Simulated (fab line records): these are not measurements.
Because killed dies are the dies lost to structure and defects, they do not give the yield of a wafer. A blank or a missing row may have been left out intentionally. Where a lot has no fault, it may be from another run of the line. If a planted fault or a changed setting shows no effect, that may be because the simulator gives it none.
Which tool is to blame? / flow sky130 / Sampling: 6 lots, 18 wafers, 2 of 708 route steps

== WHAT THE GAUGES READ, wafer by wafer ==
SKY_LI_CONTACT_THK_MEAS_01.
lot=L317; measured=day 29 05:43; on=film-metro-04; LI_CONTACT_HDPCVD_THK (nm)=926 932 936
lot=L325; measured=day 31 02:47; on=film-metro-03; LI_CONTACT_HDPCVD_THK (nm)=935 924 922
lot=L334; measured=day 35 22:41; on=film-metro-04; LI_CONTACT_HDPCVD_THK (nm)=940 930 931
lot=L326; measured=day 36 00:37; on=film-metro-04; LI_CONTACT_HDPCVD_THK (nm)=770 912 773
lot=L331; measured=day 36 02:42; on=film-metro-04; LI_CONTACT_HDPCVD_THK (nm)=919 768 913
lot=L333; measured=day 36 07:28; on=film-metro-03; LI_CONTACT_HDPCVD_THK (nm)=935 935 931

== WHICH TOOL RAN EACH LOT (tool, then ch and the chambers of the sampled wafers, then the start) ==
lot=L317; SKY_LI_CONTACT_HDPCVD_00=hdpcvd-01 ch 0,2, day 29 05:35
lot=L325; SKY_LI_CONTACT_HDPCVD_00=hdpcvd-02 ch 0,1,2, day 31 02:42
lot=L334; SKY_LI_CONTACT_HDPCVD_00=hdpcvd-02 ch 0,1, day 35 22:35
lot=L326; SKY_LI_CONTACT_HDPCVD_00=hdpcvd-01 ch 0,1, day 36 00:30
lot=L331; SKY_LI_CONTACT_HDPCVD_00=hdpcvd-01 ch 0,1,2, day 36 02:36
lot=L333; SKY_LI_CONTACT_HDPCVD_00=hdpcvd-02 ch 1,2, day 36 07:21
- SKY_LI_CONTACT_HDPCVD_00: deposits PSG, target thk 930 nm, time 155 s.

== THE ANSWER, worked out from the rows above alone ==
Rule: usual is defined by the lots themselves. Put in order of their means at a reading, lots are off if they are a third of the lots or fewer, leave a main group of 4 or more, and stand apart from it by a gap of 3 or more times the standard deviation of the main group's means; of several such gaps the widest counts. A main group whose means are all the same, to the digits that the tables above print for the reading, isn't used. A lot without any number at a reading at which 4 lots or more have one is off too. Any other lot the step has rows for is counted as sound.
Off: at SKY_LI_CONTACT_THK_MEAS_01 (LI_CONTACT_HDPCVD_THK), L326, L331. Mean 931 nm and standard deviation 2.7 in the main group.
If a tool, at a process step before that reading, ran all the lots that are off and no sound lot after the first of them, it fits. The gauges at SKY_LI_CONTACT_THK_MEAS_01 are tried like those tools. 2 tools fit, hdpcvd-01 at SKY_LI_CONTACT_HDPCVD_00 and film-metro-04 at SKY_LI_CONTACT_THK_MEAS_01, so this cannot tell which one it is.

== WHAT WAS PUT IN BY THE SIMULATOR ==
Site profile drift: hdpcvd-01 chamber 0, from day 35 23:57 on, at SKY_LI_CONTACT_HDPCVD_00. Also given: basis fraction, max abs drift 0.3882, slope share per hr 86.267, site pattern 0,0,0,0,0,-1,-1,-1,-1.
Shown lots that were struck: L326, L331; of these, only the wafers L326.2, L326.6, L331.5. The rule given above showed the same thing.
